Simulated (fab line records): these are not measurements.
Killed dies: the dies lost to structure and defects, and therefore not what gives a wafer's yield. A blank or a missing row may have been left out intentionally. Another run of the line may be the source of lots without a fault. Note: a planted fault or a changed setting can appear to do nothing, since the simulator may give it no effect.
Which tool did it? | flow gf180mcu | 33 wafers from 11 lots sampled at 3 of the route's 602 steps

== WHAT EACH GAUGE READ, for each wafer ==
GF_STI_THK_MEAS_22. Usual: STI_OXIDATION_01_THK 15.01 nm, standard deviation 0.26.
lot  | measured    | on            | STI_OXIDATION_01_THK (nm)     | flag
L401 | day 2 09:53 | film metro-04 | 15.25 14.96 14.79             |
L402 | day 2 15:19 | film metro-01 | 15.17 15.25 14.73             |
L403 | day 2 18:44 | film metro-01 | 14.83 15.00 15.11             |
L407 | day 3 17:17 | film metro-02 | 15.20 15.03 15.00             |
L408 | day 3 22:07 | film metro-02 | 15.05 14.94 14.69             |
L411 | day 4 13:10 | film metro-02 | 14.38 14.47 14.82             |
L415 | day 5 08:12 | film metro-02 | 8.20 7.85 8.04 8.16 7.86 8.04 | OFF
L416 | day 5 13:56 | film metro-01 | 15.19 15.25 14.90             |
L417 | day 5 20:10 | film metro-02 | 8.33 8.32 8.17 8.30 8.32 8.18 | OFF
L422 | day 6 20:14 | film metro-04 | 15.05 15.03 15.13             |
L423 | day 7 03:39 | film metro-02 | 15.31 14.72 15.06             |

GF_STI_THK_MEAS_24. Usual: STI_CVD_23_THK 653 nm, standard deviation 7.3.
lot  | measured    | on            | STI_CVD_23_THK (nm) | flag
L401 | day 2 10:02 | film metro-01 | 647 650 641         |
L402 | day 2 15:27 | film metro-01 | 660 666 661         |
L403 | day 2 18:52 | film metro-01 | 640 636 638         |
L407 | day 3 17:25 | film metro-01 | 666 650 655         |
L408 | day 3 22:16 | film metro-02 | 645 647 643         |
L411 | day 4 13:19 | film metro-01 | 648 645 650         |
L415 | day 5 10:34 | film metro-04 | 650 641 650         |
L416 | day 5 14:05 | film metro-01 | 657 660 654         |
L417 | day 5 22:53 | film metro-02 | 647 640 650         |
L422 | day 6 20:22 | film metro-04 | 673 652 653         |
L423 | day 7 03:47 | film metro-01 | 653 655 645         |

== WHICH TOOL RAN EACH LOT (tool, then ch and the chambers of the sampled wafers, then the start) ==
lot  | GF_STI_OXIDATION_21
L401 | furnace-02 ch 0, day 2 08:46
L402 | furnace-01 ch 0, day 2 14:10
L403 | furnace-02 ch 0, day 2 17:35
L407 | furnace-01 ch 0, day 3 16:08
L408 | furnace-02 ch 0, day 3 20:59
L411 | furnace-02 ch 0, day 4 12:02
L415 | furnace-02 ch 0, day 5 07:04
L416 | furnace-01 ch 0, day 5 12:47
L417 | furnace-02 ch 0, day 5 19:01
L422 | furnace-01 ch 0, day 6 19:07
L423 | furnace-01 ch 0, day 7 02:31
- GF_STI_OXIDATION_21: stabilise 600 s, purge 300 s, target thk 15 nm.

== AS READ BY THE TOOLS THEMSELVES (means over the sampled wafers that have a number; for cases with no such wafer, the mark the record gives instead) ==
GF_STI_OXIDATION_21. Usual: spike tc bottom C 1017.5 C, standard deviation 1.7; spike tc centre C 1000.4 C, standard deviation 1.1; spike tc lower C 999.3 C, standard deviation 2.5; spike tc top C 1011.6 C, standard deviation 1; spike tc upper C 1000.3 C, standard deviation 0.87; tube center temp C 1000 C, standard deviation 0.089; tube_center_temp_C_max 1002.6, standard deviation 0.4; zone power bottom pct 41.7 %, standard deviation 0.73.
lot  | tool       | spike tc bottom C (C) | spike tc centre C (C) | spike tc lower C (C) | spike tc top C (C) | spike tc upper C (C) | tube center temp C (C) | tube_center_temp_C_max | zone power bottom pct (%) | flag
L401 | furnace-02 | 1019.7                | 1001.9                | 998.2                | 1012.4             | 1000.2               | 1000                   | 1002.6                 | 42.2                      |
L402 | furnace-01 | 1015.8                | 999.0                 | 1002.5               | 1011.6             | 1001.2               | 1000                   | 1002.2                 | 41.1                      |
L403 | furnace-02 | 1019.2                | 1001.0                | 997.4                | 1012.4             | 1000.4               | 1000                   | 1002.6                 | 42.4                      |
L407 | furnace-01 | 1015.7                | 1000.7                | 1000.7               | 1011.8             | 1000.2               | 1000                   | 1002.1                 | 40.7                      |
L408 | furnace-02 | 1018.7                | 1000.0                | 997.2                | 1011.8             | 999.9                | 1000                   | 1002.4                 | 42.4                      |
L411 | furnace-02 | 1018.5                | 1001.6                | 997.3                | 1010.9             | 1000.0               | 1000                   | 1002.8                 | 42.2                      |
L415 | furnace-02 | 969.4                 | 951.4                 | 946.7                | 963.1              | 950.4                | 950                    | 953.2                  | 37.6                      | OFF
L416 | furnace-01 | 1017.0                | 999.8                 | 1001.3               | 1011.1             | 999.5                | 1000                   | 1002.6                 | 41.3                      |
L417 | furnace-02 | 970.1                 | 951.1                 | 947.3                | 962.8              | 950.4                | 950                    | 953.1                  | 37.9                      | OFF
L422 | furnace-01 | 1016.8                | 1000.4                | 1001.1               | 1011.1             | 1000.2               | 1000                   | 1002.8                 | 41.3                      |
L423 | furnace-01 | 1015.6                | 1000.1                | 1001.4               | 1011.5             | 1000.0               | 1000                   | 1003.3                 | 40.8                      |

== THE ANSWER, worked out from the rows above alone ==
Rule: a lot is off if the mean of its wafers that have a number lies more than 3 standard deviations from the usual mean. A lot without any number at a reading at which 4 lots or more have one is off too. Any other lot the step has rows for is counted as sound. First the gauges in route order, then the tools' own readings, where a lot's mean is used as printed above. The first step at which some lot is off is used, and at that step the reading that is off furthest; a lot without a number counts as furthest.
Off: L415, L417, seen at GF_STI_THK_MEAS_22 (STI_OXIDATION_01_THK).
If a tool, at a process step before that reading, ran all the lots that are off and no sound lot after the first of them, it fits. The gauges at GF_STI_THK_MEAS_22 aren't tried: what is off there is off at GF_STI_OXIDATION_21 too, on other tools, and a gauge's error can't cause that. One candidate fits, namely furnace-02 at GF_STI_OXIDATION_21. A fault onset in the window from L411 (day 4 12:02, its last sound lot) to L415 (day 5 07:04, its first lot off) fits.
The tool's own readings at GF_STI_OXIDATION_21 bear it out: on the lots that are off they differ by more than 5 times the standard deviation of the sound lots' means. spike tc bottom C reads 969.8 C there against 1017.4 C on the sound lots; spike tc centre C reads 951.2 C there against 1000.5 C on the sound lots; spike tc lower C reads 947.0 C there against 999.7 C on the sound lots; spike tc top C reads 963.0 C there against 1011.6 C on the sound lots; spike tc upper C reads 950.4 C there against 1000.2 C on the sound lots; tube center temp C reads 950 C there against 1000 C on the sound lots; tube_center_temp_C_max reads 953.2 there against 1002.6 on the sound lots; zone power bottom pct reads 37.8 % there against 41.6 % on the sound lots.

== WHAT THE SIMULATOR PUT IN ==
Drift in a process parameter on furnace-02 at GF_STI_OXIDATION_21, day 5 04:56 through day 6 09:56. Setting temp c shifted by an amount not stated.
Lots struck among those shown: L415, L417. The rule above found the same.
